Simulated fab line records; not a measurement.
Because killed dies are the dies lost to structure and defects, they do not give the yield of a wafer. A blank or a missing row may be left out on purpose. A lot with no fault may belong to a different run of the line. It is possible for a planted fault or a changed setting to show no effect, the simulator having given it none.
fab line records	flow sky130
[record] lots = 13	wafers = 39	last_day = 51
route steps=708 shown VIA2@519 METAL3@536 CAPM@539 PAD_OPEN@708
lots untouched by any fault: they come from a run of this same line in which no faults occurred
start_h: the number of hours between the record's first day and the start of the first shown wafer of the lot	wait_h: time in hours since the lot's previous step	" identical to the entry in the row above	L1.1+2: a row that stands for several wafers	- no value, or no start given	* or withheld: withheld	< > ~ a bound
route shown NAME@n: a module of which the file shows steps, and the number in the route of the first	usual: the fault-free wafers' mean and standard deviation	same: alike in all rows	chamber/n: place in a boat	sites: the reading at each site	_std_site: standard deviation of those values	_edge_site: inner sites' mean taken away from outer sites' mean	radius_mm: for every site, how far away it sits from the centre of the wafer	mask NAME#n: copy n	behind: tool/chamber where the wafer was last shaped	hold: reason for holding the lot/hours on hold/outcome of the hold	device: names the non-switching transistor (n, p or np)	end of line: the same wafers' tests at the end of the route	where a step has no rows: the recipe by itself	killed: dies lost to structure and defects at the first sort, not the wafer's yield	map: the dies of a wafer, with x for killed, . for not killed, _ for no die there
set.NAME: the setting the step ran with; set.NAME@STEP: the setting that earlier step ran with	model.NAME: the simulator's own value behind a step, which no gauge read
steps of the route over a sample of lots; a table a step, a row a wafer
services: the hour from which a tool's chamber was out of use, counted from the record's first day as start_h (under 0 if before that day), plus the number of hours and why
[[steps]]
[step SKY_VIA2_CD_MEAS_12]
[recipe] target_cd_nm = 200
[usual] cd_nm = 199.7/1.3
lot.wafer	tool	chamber	start_h	wait_h	cd_nm
L570.1	cd_sem-01	-	909.74	-	198.9
L570.2	"	-	"	"	197.7
L570.6	"	-	"	"	200.6
L571.1	cd_sem-02	-	914.19	-	199.1
L571.4	"	-	"	"	200.1
L571.6	"	-	"	"	199.7
L572.1	cd_sem-02	-	919.97	-	200.7
L572.3	"	-	"	"	200.0
L572.5	"	-	"	"	201.4
L575.1	cd_sem-01	-	940.34	-	200.7
L575.3	"	-	"	"	200.3
L575.5	"	-	"	"	198.4
L576.1	cd_sem-01	-	942.57	-	199.6
L576.4	"	-	"	"	199.6
L576.6	"	-	"	"	198.8
L578.4	cd_sem-01	-	959.45	-	197.9
L578.5	"	-	"	"	197.6
L578.6	"	-	"	"	198.9
L581.3	cd_sem-02	-	969.38	-	200.3
L581.4	"	-	"	"	202.8
L581.6	"	-	"	"	201.5
L582.2	cd_sem-02	-	978.46	-	202.8
L582.3	"	-	"	"	202.3
L582.5	"	-	"	"	201.3
L584.2	cd_sem-01	-	989.41	-	199.2
L584.5	"	-	"	"	200.6
L584.6	"	-	"	"	200.3
L585.1	cd_sem-02	-	996.57	-	200.7
L585.2	"	-	"	"	200.5
L585.4	"	-	"	"	200.1
L586.2	cd_sem-02	-	999.64	-	201.8
L586.3	"	-	"	"	200.6
L586.6	"	-	"	"	200.7
L588.1	cd_sem-02	-	1015.02	-	200.7
L588.2	"	-	"	"	202.0
L588.4	"	-	"	"	200.6
L589.4	cd_sem-02	-	1024.28	-	197.9
L589.5	"	-	"	"	196.8
L589.6	"	-	"	"	200.3
[step SKY_VIA2_OVL_MEAS_13]
[usual] VIA2_OVL = -1/5
lot.wafer	tool	chamber	start_h	wait_h	VIA2_OVL[nm]
L570.1	overlay-02	-	909.86	0.1	-8
L570.2	"	-	"	"	6
L570.6	"	-	"	"	-3
L571.1	overlay-01	-	914.31	0.1	4
L571.4	"	-	"	"	5
L571.6	"	-	"	"	-2
L572.1	overlay-02	-	920.09	0.1	3
L572.3	"	-	"	"	-4
L572.5	"	-	"	"	1
L575.1	overlay-01	-	940.46	0.1	3
L575.3	"	-	"	"	5
L575.5	"	-	"	"	2
L576.1	overlay-02	-	942.69	0.1	3
L576.4	"	-	"	"	-6
L576.6	"	-	"	"	-7
L578.4	overlay-02	-	959.53	0.1	-9
L578.5	"	-	"	"	-1
L578.6	"	-	"	"	-6
L581.3	overlay-01	-	969.47	0.1	-1
L581.4	"	-	"	"	-7
L581.6	"	-	"	"	-9
L582.2	overlay-01	-	978.56	0.1	-5
L582.3	"	-	"	"	-3
L582.5	"	-	"	"	0
L584.2	overlay-02	-	989.51	0.1	-4
L584.5	"	-	"	"	-1
L584.6	"	-	"	"	1
L585.1	overlay-02	-	996.69	0.1	-6
L585.2	"	-	"	"	-4
L585.4	"	-	"	"	-2
L586.2	overlay-02	-	999.74	0.1	-10
L586.3	"	-	"	"	-4
L586.6	"	-	"	"	-5
L588.1	overlay-02	-	1015.14	0.1	8
L588.2	"	-	"	"	7
L588.4	"	-	"	"	10
L589.4	overlay-02	-	1024.36	0.1	-8
L589.5	"	-	"	"	-5
L589.6	"	-	"	"	1
[step SKY_METAL3_SPUTTER_04]
[recipe] material = TiN	target_thk_nm = 70	power_w = 6500	time_s = 58.3	chamber_pressure_pa = 0.4
[usual] cathode_dc_power_W = 6500.1/1.2	throttle_valve_pct = 29.9/1.4
lot.wafer	tool	chamber	start_h	wait_h	cathode_dc_power_W	throttle_valve_pct
L570.1	pvd_sputter-01	-	911.37	0.0	6502.0	30.1
L570.2	"	-	"	"	6501.8	27.8
L570.6	"	-	"	"	6501.3	27.6
L571.1	pvd_sputter-01	-	916.41	0.0	6500.9	28.2
L571.4	"	-	"	"	6499.7	30.2
L571.6	"	-	"	"	6499.2	30.3
L572.1	pvd_sputter-02	-	921.61	0.0	6499.7	29.6
L572.3	"	-	"	"	6501.8	30.8
L572.5	"	-	"	"	6498.0	29.8
L575.1	pvd_sputter-04	-	941.98	0.0	6498.8	32.5
L575.3	"	-	"	"	6500.3	30.5
L575.5	"	-	"	"	6499.3	31.8
L576.1	pvd_sputter-01	-	944.20	0.0	6499.8	30.3
L576.4	"	-	"	"	6497.9	30.3
L576.6	"	-	"	"	6500.8	30.2
L578.4	pvd_sputter-01	-	961.02	0.0	6499.2	30.5
L578.5	"	-	"	"	6499.8	30.3
L578.6	"	-	"	"	6498.9	28.4
L581.3	pvd_sputter-04	-	971.00	0.0	6500.5	29.5
L581.4	"	-	"	"	6500.3	31.5
L581.6	"	-	"	"	6500.2	32.6
L582.2	pvd_sputter-04	-	980.07	0.0	6501.9	30.3
L582.3	"	-	"	"	6501.1	31.6
L582.5	"	-	"	"	6501.2	31.7
L584.2	pvd_sputter-01	-	991.10	0.0	6501.0	28.6
L584.5	"	-	"	"	6500.6	30.2
L584.6	"	-	"	"	6499.5	28.5
L585.1	pvd_sputter-02	-	998.20	0.0	6502.5	29.9
L585.2	"	-	"	"	6500.0	29.7
L585.4	"	-	"	"	6499.3	29.9
L586.2	pvd_sputter-01	-	1001.47	0.0	6501.5	30.4
L586.3	"	-	"	"	6499.3	27.7
L586.6	"	-	"	"	6500.6	28.5
L588.1	pvd_sputter-04	-	1016.71	0.0	6498.6	29.7
L588.2	"	-	"	"	6502.7	32.4
L588.4	"	-	"	"	6499.9	29.4
L589.4	pvd_sputter-04	-	1026.19	0.0	6498.1	32.4
L589.5	"	-	"	"	6499.2	29.5
L589.6	"	-	"	"	6500.1	30.4
[step SKY_CAPM_SPUTTER_02]
[recipe] material = TiN	target_thk_nm = 200	temp_c = 300	power_w = 6500	time_s = 166.7	chamber_pressure_pa = 0.4
[usual] cathode_dc_power_W = 6499.9/1.2	throttle_valve_pct = 29.8/1.1
lot.wafer	tool	chamber	start_h	wait_h	cathode_dc_power_W	throttle_valve_pct
L570.1	pvd_sputter-02	-	911.50	0.1	6499.5	29.8
L570.2	"	-	"	"	6501.2	30.0
L570.6	"	-	"	"	6498.9	30.2
L571.1	pvd_sputter-02	-	916.55	0.1	6667.5	31.1
L571.4	"	-	"	"	6669.5	31.0
L571.6	"	-	"	"	6669.1	29.8
L572.1	pvd_sputter-04	-	921.75	0.1	6499.7	30.2
L572.3	"	-	"	"	6500.2	32.4
L572.5	"	-	"	"	6500.9	30.5
L575.1	pvd_sputter-02	-	942.12	0.1	6670.7	31.1
L575.3	"	-	"	"	6669.7	29.9
L575.5	"	-	"	"	6667.7	29.9
L576.1	pvd_sputter-04	-	944.33	0.1	6500.4	32.5
L576.4	"	-	"	"	6500.4	30.5
L576.6	"	-	"	"	6497.4	30.5
L578.4	pvd_sputter-03	-	961.21	0.1	6499.3	28.6
L578.5	"	-	"	"	6499.1	30.5
L578.6	"	-	"	"	6501.5	29.0
L581.3	pvd_sputter-03	-	971.13	0.0	6501.5	28.9
L581.4	"	-	"	"	6501.9	29.0
L581.6	"	-	"	"	6500.8	29.0
L582.2	pvd_sputter-03	-	980.20	0.0	6499.4	30.6
L582.3	"	-	"	"	6500.3	28.8
L582.5	"	-	"	"	6500.2	29.1
L584.2	pvd_sputter-03	-	991.23	0.0	6501.0	27.9
L584.5	"	-	"	"	6500.2	28.7
L584.6	"	-	"	"	6500.6	28.6
L585.1	pvd_sputter-03	-	998.33	0.1	6498.4	30.6
L585.2	"	-	"	"	6500.8	27.8
L585.4	"	-	"	"	6500.8	28.9
L586.2	pvd_sputter-03	-	1001.60	0.0	6501.0	28.2
L586.3	"	-	"	"	6497.9	29.0
L586.6	"	-	"	"	6499.1	28.3
L588.1	pvd_sputter-03	-	1016.85	0.1	6500.9	29.0
L588.2	"	-	"	"	6500.1	30.8
L588.4	"	-	"	"	6501.5	28.0
L589.4	pvd_sputter-03	-	1026.30	0.0	6501.3	30.5
L589.5	"	-	"	"	6500.9	28.3
L589.6	"	-	"	"	6502.1	29.0
[step SKY_PAD_OPEN_PROBE_99]
[usual] defect_limited_yield = 82.6/2	killed_at_M0_to_M3 = 42/6.7	killed_at_M4_up = 3.0/1.9	killed_at_contacts = 24/5.3	killed_at_front_end = 16/4.3	killed_at_other = 0.4/0.71	killed_dies = 85/9.6	killed_open = 46/6.5	killed_short = 39/6.7	sort_bin_3_pad_short = 0.9/0.46	sort_bin_5_function = 10.3/1.3	sort_bin_6_memory = 6.2/1.1	sort_n_pass = 407/9.6	sort_yield_pct = 82.6/2
[same] gross_dies = 492	killed_at_back_side = 0	sort_bin_4_leakage[%] = 0	sort_bin_8_speed[%] = 0
lot.wafer	tool	chamber	start_h	wait_h	defect_limited_yield[%]	killed_at_M0_to_M3	killed_at_M4_up	killed_at_contacts	killed_at_front_end	killed_at_other	killed_dies	killed_open	killed_short	sort_bin_3_pad_short[%]	sort_bin_5_function[%]	sort_bin_6_memory[%]	sort_n_pass	sort_yield_pct[%]
L570.1	prober-02	-	1130.39	0.1	81.3	46	4	27	15	0	92	42	50	0.6	11.2	6.9	400	81.3
L570.2	prober-02	-	1130.44	0.1	84.1	35	0	19	24	0	78	41	37	1.2	9.3	5.3	414	84.1
L570.6	prober-02	-	1130.64	0.2	80.3	43	2	35	17	0	97	64	33	1.2	10.8	7.7	395	80.3
L571.1	prober-01	-	1135.01	0.1	83.3	48	1	17	16	0	82	42	40	0.8	9.3	6.5	410	83.3
L571.4	prober-01	-	1135.16	0.2	82.5	46	2	17	21	0	86	43	43	0.2	10.8	6.5	406	82.5
L571.6	prober-01	-	1135.26	0.2	83.5	40	2	27	12	0	81	42	39	0.8	10.2	5.5	411	83.5
L572.1	prober-02	-	1141.51	0.1	80.9	43	4	32	15	0	94	44	50	1.2	11.4	6.5	398	80.9
L572.3	prober-02	-	1141.61	0.2	84.6	44	3	22	7	0	76	41	35	0.8	9.3	5.3	416	84.6
L572.5	prober-02	-	1141.71	0.2	80.9	43	5	33	12	1	94	44	50	1.2	10.6	7.3	398	80.9
L575.1	prober-01	-	1156.10	0.1	82.3	44	3	23	17	0	87	52	35	0.4	11.4	5.9	405	82.3
L575.3	prober-01	-	1156.20	0.2	82.7	48	4	19	12	2	85	43	41	0.6	11.2	5.5	407	82.7
L575.5	prober-01	-	1156.30	0.2	83.5	45	2	15	19	0	81	46	34	0.2	11.6	4.7	411	83.5
L576.1	prober-02	-	1159.34	0.1	81.5	57	2	16	15	1	91	51	40	0.4	9.1	8.9	401	81.5
L576.4	prober-02	-	1159.49	0.2	83.1	57	1	13	12	0	83	50	32	0.8	10.4	5.7	409	83.1
L576.6	prober-02	-	1159.59	0.2	81.5	46	3	22	20	0	91	43	47	1.0	9.8	7.7	401	81.5
L578.4	prober-02	-	1170.60	0.2	83.3	48	1	20	12	1	82	42	39	0.6	11.0	5.1	410	83.3
L578.5	prober-02	-	1170.65	0.2	83.3	35	8	19	19	1	82	47	34	1.0	9.1	6.5	410	83.3
L578.6	prober-02	-	1170.70	0.2	83.3	41	2	30	9	0	82	44	38	1.6	9.6	5.5	410	83.3
L581.3	prober-01	-	1178.64	0.2	86.4	30	0	18	19	0	67	39	28	0	9.3	4.3	425	86.4
L581.4	prober-01	-	1178.69	0.2	85.8	34	1	21	13	1	70	39	30	0.8	8.1	5.3	422	85.8
L581.6	prober-01	-	1178.79	0.2	82.3	38	3	32	13	1	87	49	38	0.4	10.8	6.5	405	82.3
L582.2	prober-02	-	1183.55	0.1	77.8	56	5	26	22	0	109	56	53	1.6	12.6	7.9	383	77.8
L582.3	prober-02	-	1183.60	0.2	77.4	50	5	32	24	0	111	62	49	1.8	13.0	7.7	381	77.4
L582.5	prober-02	-	1183.70	0.2	76.8	51	8	43	12	0	114	58	56	1.2	12.8	9.1	378	76.8
L584.2	prober-02	-	1194.02	0.1	83.9	47	1	19	11	1	79	52	27	1.2	8.7	6.1	413	83.9
L584.5	prober-02	-	1194.17	0.2	81.1	47	2	29	15	0	93	57	36	0.2	11.0	7.7	399	81.1
L584.6	prober-02	-	1194.22	0.2	82.9	40	5	23	16	0	84	50	33	1.0	9.3	6.7	408	82.9
L585.1	prober-01	-	1196.41	0.1	82.5	49	2	26	8	1	86	40	45	0.8	10.6	6.1	406	82.5
L585.2	prober-01	-	1196.46	0.1	83.9	38	1	22	18	0	79	46	33	0.6	8.3	7.1	413	83.9
L585.4	prober-01	-	1196.56	0.2	84.8	42	2	22	8	1	75	41	34	0.8	10.0	4.5	417	84.8
L586.2	prober-02	-	1198.05	0.1	82.1	47	3	24	14	0	88	53	33	0.4	12.2	5.3	404	82.1
L586.3	prober-02	-	1198.10	0.2	82.7	32	2	25	26	0	85	51	33	1.0	9.3	6.9	407	82.7
L586.6	prober-02	-	1198.25	0.2	79.3	52	1	25	24	0	102	47	55	0.8	13.6	6.3	390	79.3
L588.1	prober-02	-	1208.72	0.1	84.8	36	1	19	19	0	75	39	36	0.8	9.6	4.9	417	84.8
L588.2	prober-02	-	1208.77	0.1	86.6	36	1	15	14	0	66	39	27	0	8.5	4.9	426	86.6
L588.4	prober-02	-	1208.87	0.2	85.0	37	3	20	13	1	74	46	28	0.8	8.5	5.7	418	85.0
L589.4	prober-01	-	1217.16	0.2	82.5	41	5	16	24	0	86	48	38	1.4	11.8	4.3	406	82.5
L589.5	prober-01	-	1217.21	0.2	81.3	44	1	24	22	1	92	50	41	0.6	11.2	6.9	400	81.3
L589.6	prober-01	-	1217.26	0.2	82.1	39	2	26	21	0	88	48	39	1.4	10.4	6.1	404	82.1
// killed by level:class
L570.1 VIA1:geometric_particle:open=10 CONTACT:geometric_particle:open=9 METAL1:geometric_particle:short=7 CONTACT:geometric_particle:short=7 METAL2:geometric_particle:short=7 VIA3:geometric_particle:open=6 LI_CONTACT:geometric_particle:open=5 VIA1:geometric_particle:short=5
L570.2 VIA1:geometric_particle:open=8 CONTACT:geometric_particle:open=7 FIELD_ISO:geometric_particle:short=6 FIELD_ISO:geometric_particle:open=5 POLY_GATE:geometric_particle:short=4 SPACER:geometric_particle:open=4 CONTACT:geometric_particle:short=4 METAL1:geometric_particle:short=4
L570.6 CONTACT:geometric_particle:open=15 VIA1:geometric_particle:open=11 VIA2:geometric_particle:open=10 POLY_GATE:geometric_particle:open=8 LI_CONTACT:geometric_particle:open=8 VIA3:geometric_particle:short=5 FIELD_ISO:geometric_particle:short=4 CONTACT:geometric_particle:short=4
L571.1 VIA1:geometric_particle:open=10 METAL1:geometric_particle:short=8 VIA3:geometric_particle:open=7 VIA2:geometric_particle:open=6 METAL2:geometric_particle:short=6 LI_CONTACT:geometric_particle:open=5 POLY_GATE:geometric_particle:short=4 VIA1:geometric_particle:short=4
L571.4 VIA1:geometric_particle:open=11 METAL2:geometric_particle:short=7 VIA1:geometric_particle:short=7 CONTACT:geometric_particle:open=6 VIA2:geometric_particle:open=6 POLY_GATE:geometric_particle:short=5 LI_CONTACT:geometric_particle:open=4 METAL1:geometric_particle:short=4
L571.6 LI_CONTACT:geometric_particle:open=12 CONTACT:geometric_particle:open=8 VIA1:geometric_particle:open=7 VIA1:geometric_particle:short=6 METAL2:geometric_particle:short=6 VIA3:geometric_particle:short=6 VIA2:geometric_particle:short=4 VIA2:geometric_particle:open=4
L572.1 LI_CONTACT:geometric_particle:open=13 LOCAL_INTERCONNECT:geometric_particle:short=10 VIA2:geometric_particle:open=8 VIA1:geometric_particle:open=7 METAL1:geometric_particle:short=7 VIA2:geometric_particle:short=7 METAL2:geometric_particle:short=5 FIELD_ISO:geometric_particle:open=3
L572.3 CONTACT:geometric_particle:open=10 VIA3:geometric_particle:open=8 METAL1:geometric_particle:short=7 METAL2:geometric_particle:short=6 VIA1:geometric_particle:open=6 LI_CONTACT:geometric_particle:open=4 VIA1:geometric_particle:short=4 VIA2:geometric_particle:open=4
L572.5 VIA1:geometric_particle:open=10 LI_CONTACT:geometric_particle:short=9 CONTACT:geometric_particle:open=8 LI_CONTACT:geometric_particle:open=7 METAL1:geometric_particle:short=7 VIA1:geometric_particle:short=7 LOCAL_INTERCONNECT:geometric_particle:short=6 FIELD_ISO:geometric_particle:short=5
L575.1 VIA1:geometric_particle:open=10 CONTACT:geometric_particle:open=9 VIA2:geometric_particle:open=7 VIA3:geometric_particle:open=7 FIELD_ISO:geometric_particle:open=5 LI_CONTACT:geometric_particle:open=5 CONTACT:geometric_particle:short=4 METAL1:geometric_particle:short=4
L575.3 VIA1:geometric_particle:open=9 CONTACT:geometric_particle:open=8 VIA1:geometric_particle:short=7 VIA2:geometric_particle:open=7 VIA3:geometric_particle:open=6 POLY_GATE:geometric_particle:short=5 LOCAL_INTERCONNECT:geometric_particle:short=5 METAL2:geometric_particle:open=5
L575.5 VIA1:geometric_particle:open=12 LI_CONTACT:geometric_particle:open=8 FIELD_ISO:geometric_particle:short=6 METAL1:geometric_particle:short=5 VIA2:geometric_particle:open=5 METAL2:geometric_particle:short=5 CONTACT:geometric_particle:open=4 VIA1:geometric_particle:short=4
L576.1 VIA1:geometric_particle:open=21 VIA1:geometric_particle:short=9 METAL2:geometric_particle:short=7 METAL1:geometric_particle:short=6 VIA2:geometric_particle:open=6 FIELD_ISO:geometric_particle:short=5 CONTACT:geometric_particle:short=4 LOCAL_INTERCONNECT:geometric_particle:open=3
L576.4 VIA1:geometric_particle:open=12 VIA2:geometric_particle:open=10 CONTACT:geometric_particle:open=7 VIA1:geometric_particle:short=6 METAL2:geometric_particle:open=6 METAL2:geometric_particle:short=5 VIA2:geometric_particle:short=5 VIA3:geometric_particle:open=5
L576.6 METAL2:geometric_particle:short=9 CONTACT:geometric_particle:open=9 VIA1:geometric_particle:short=7 VIA3:geometric_particle:open=7 VIA1:geometric_particle:open=6 LI_CONTACT:geometric_particle:open=5 FIELD_ISO:geometric_particle:open=4 FIELD_ISO:geometric_particle:short=4
L578.4 CONTACT:geometric_particle:open=11 METAL1:geometric_particle:short=11 VIA2:geometric_particle:open=9 VIA1:geometric_particle:open=7 POLY_GATE:geometric_particle:short=5 VIA3:geometric_particle:open=5 VIA3:geometric_particle:short=4 VIA1:geometric_particle:short=4
L578.5 LI_CONTACT:geometric_particle:open=10 VIA2:geometric_particle:open=9 POLY_GATE:geometric_particle:short=7 METAL1:geometric_particle:short=6 VIA1:geometric_particle:open=6 FIELD_ISO:geometric_particle:open=5 CONTACT:geometric_particle:open=5 METAL3:geometric_particle:short=5
L578.6 CONTACT:geometric_particle:open=13 VIA1:geometric_particle:short=7 LI_CONTACT:geometric_particle:open=6 LOCAL_INTERCONNECT:geometric_particle:short=6 VIA1:geometric_particle:open=6 VIA2:geometric_particle:open=6 CONTACT:geometric_particle:short=4 METAL2:geometric_particle:short=4
L581.3 METAL1:geometric_particle:short=7 POLY_GATE:geometric_particle:open=6 LI_CONTACT:geometric_particle:open=6 CONTACT:geometric_particle:open=6 VIA1:geometric_particle:short=5 VIA2:geometric_particle:open=5 FIELD_ISO:geometric_particle:open=4 LOCAL_INTERCONNECT:geometric_particle:short=3
L581.4 VIA1:geometric_particle:open=9 CONTACT:geometric_particle:open=6 CONTACT:geometric_particle:short=6 VIA1:geometric_particle:short=6 FIELD_ISO:geometric_particle:open=5 LI_CONTACT:geometric_particle:open=5 FIELD_ISO:geometric_particle:short=4 POLY_GATE:geometric_particle:open=4
L581.6 LI_CONTACT:geometric_particle:open=12 VIA1:geometric_particle:open=10 CONTACT:geometric_particle:open=8 VIA2:geometric_particle:open=7 LOCAL_INTERCONNECT:geometric_particle:short=6 METAL1:geometric_particle:short=5 POLY_GATE:geometric_particle:open=4 VIA1:geometric_particle:short=4
L582.2 VIA1:geometric_particle:open=18 FIELD_ISO:geometric_particle:short=9 VIA3:geometric_particle:open=9 CONTACT:geometric_particle:open=9 VIA2:geometric_particle:open=7 LI_CONTACT:geometric_particle:short=6 CONTACT:geometric_particle:short=5 METAL1:geometric_particle:short=5
L582.3 VIA1:geometric_particle:open=13 CONTACT:geometric_particle:open=12 VIA3:geometric_particle:open=12 METAL1:geometric_particle:short=7 FIELD_ISO:geometric_particle:short=6 FIELD_ISO:geometric_particle:open=6 LOCAL_INTERCONNECT:geometric_particle:short=6 LI_CONTACT:geometric_particle:short=5
L582.5 CONTACT:geometric_particle:open=21 METAL1:geometric_particle:short=11 VIA1:geometric_particle:open=10 LOCAL_INTERCONNECT:geometric_particle:short=8 METAL4:geometric_particle:short=7 VIA3:geometric_particle:open=6 LI_CONTACT:geometric_particle:open=5 LOCAL_INTERCONNECT:geometric_particle:open=5
L584.2 VIA1:geometric_particle:open=17 CONTACT:geometric_particle:open=10 VIA2:geometric_particle:open=8 LI_CONTACT:geometric_particle:open=6 VIA3:geometric_particle:short=6 METAL1:geometric_particle:short=5 FIELD_ISO:geometric_particle:open=3 METAL2:geometric_particle:short=3
L584.5 CONTACT:geometric_particle:open=14 VIA1:geometric_particle:open=10 LI_CONTACT:geometric_particle:open=9 VIA2:geometric_particle:open=8 VIA3:geometric_particle:open=6 VIA3:geometric_particle:short=4 VIA1:geometric_particle:short=4 METAL2:geometric_particle:short=4
L584.6 VIA1:geometric_particle:open=13 LI_CONTACT:geometric_particle:open=9 CONTACT:geometric_particle:open=8 VIA2:geometric_particle:open=6 VIA3:geometric_particle:open=5 FIELD_ISO:geometric_particle:open=4 FIELD_ISO:geometric_particle:short=4 VIA2:geometric_particle:short=4
L585.1 VIA1:geometric_particle:open=13 LOCAL_INTERCONNECT:geometric_particle:short=7 VIA1:geometric_particle:short=7 METAL2:geometric_particle:short=7 LI_CONTACT:geometric_particle:open=6 CONTACT:geometric_particle:short=6 CONTACT:geometric_particle:open=6 VIA3:geometric_particle:open=6
L585.2 CONTACT:geometric_particle:open=12 FIELD_ISO:geometric_particle:open=7 VIA2:geometric_particle:open=6 VIA1:geometric_particle:short=6 FIELD_ISO:geometric_particle:short=5 LI_CONTACT:geometric_particle:open=5 VIA3:geometric_particle:open=5 SPACER:geometric_particle:short=4
L585.4 VIA3:geometric_particle:open=9 CONTACT:geometric_particle:open=8 VIA1:geometric_particle:short=8 VIA1:geometric_particle:open=6 VIA2:geometric_particle:open=6 LI_CONTACT:geometric_particle:open=5 CONTACT:geometric_particle:short=5 FIELD_ISO:geometric_particle:open=4
L586.2 VIA1:geometric_particle:open=13 LI_CONTACT:geometric_particle:open=10 CONTACT:geometric_particle:open=9 POLY_GATE:geometric_particle:short=8 VIA2:geometric_particle:open=8 VIA1:geometric_particle:short=5 VIA3:geometric_particle:open=5 METAL1:geometric_particle:short=4
L586.3 VIA1:geometric_particle:open=13 POLY_GATE:geometric_particle:open=11 CONTACT:geometric_particle:open=9 CONTACT:geometric_particle:short=7 LI_CONTACT:geometric_particle:open=6 VIA2:geometric_particle:open=5 FIELD_ISO:geometric_particle:short=4 POLY_GATE:geometric_particle:short=4
L586.6 METAL1:geometric_particle:short=11 VIA3:geometric_particle:open=8 CONTACT:geometric_particle:open=7 VIA1:geometric_particle:short=7 VIA1:geometric_particle:open=7 POLY_GATE:geometric_particle:short=6 LI_CONTACT:geometric_particle:short=6 FIELD_ISO:geometric_particle:short=5
L588.1 VIA1:geometric_particle:open=10 FIELD_ISO:geometric_particle:short=7 VIA2:geometric_particle:open=7 CONTACT:geometric_particle:open=6 FIELD_ISO:geometric_particle:open=5 LI_CONTACT:geometric_particle:short=4 LOCAL_INTERCONNECT:geometric_particle:short=4 VIA1:geometric_particle:short=4
L588.2 VIA1:geometric_particle:open=8 VIA1:geometric_particle:short=8 LI_CONTACT:geometric_particle:open=6 FIELD_ISO:geometric_particle:open=4 METAL1:geometric_particle:short=4 VIA2:geometric_particle:open=3 POLY_GATE:geometric_particle:short=3 POLY_GATE:geometric_particle:open=3
L588.4 VIA3:geometric_particle:open=9 CONTACT:geometric_particle:open=9 FIELD_ISO:geometric_particle:open=5 LI_CONTACT:geometric_particle:open=5 METAL1:geometric_particle:short=5 METAL1:geometric_particle:open=4 VIA1:geometric_particle:open=4 VIA2:geometric_particle:open=4
L589.4 VIA3:geometric_particle:open=9 FIELD_ISO:geometric_particle:open=8 FIELD_ISO:geometric_particle:short=7 CONTACT:geometric_particle:open=7 VIA1:geometric_particle:open=7 VIA2:geometric_particle:open=7 LI_CONTACT:geometric_particle:open=4 METAL2:geometric_particle:short=4
L589.5 CONTACT:geometric_particle:open=14 VIA1:geometric_particle:open=10 FIELD_ISO:geometric_particle:short=8 VIA3:geometric_particle:open=5 POLY_GATE:geometric_particle:open=5 CONTACT:geometric_particle:short=5 VIA1:geometric_particle:short=5 METAL2:geometric_particle:short=5
L589.6 VIA1:geometric_particle:open=12 CONTACT:geometric_particle:open=8 FIELD_ISO:geometric_particle:short=6 LI_CONTACT:geometric_particle:open=6 VIA2:geometric_particle:open=6 LOCAL_INTERCONNECT:geometric_particle:short=5 METAL1:geometric_particle:short=5 VIA3:geometric_particle:open=5
[[services]]
tool	chamber	start_h	hours	kind
pvd_sputter-02	-	887.82	1.0	repair
pvd_sputter-03	-	889.66	6.3	repair
pvd_sputter-04	-	918.84	2.8	repair
pvd_sputter-01	-	964.91	0.7	repair
pvd_sputter-01	-	994.16	3.2	repair
[[key]]
[first_sign] step = SKY_CAPM_SPUTTER_02	reading = cathode_dc_power_W	direction = up	sigmas = 99+	usual = 6499.9	struck = 6669.0
effect none on later readings
met_at SKY_CAPM_SPUTTER_02
struck_lots L571,L575
not_acting_at SKY_VIA2_CD_MEAS_12,SKY_VIA2_OVL_MEAS_13,SKY_METAL3_SPUTTER_04
onset_between 911.50 916.55
[fault] kind = process_parameter_drift	tool = pvd_sputter-02	chamber = -	onset_h = 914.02	steps = SKY_CAPM_SPUTTER_02	channel = power_w	offset = *	shape = step	end_h = 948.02	acts_in = *	stated = *
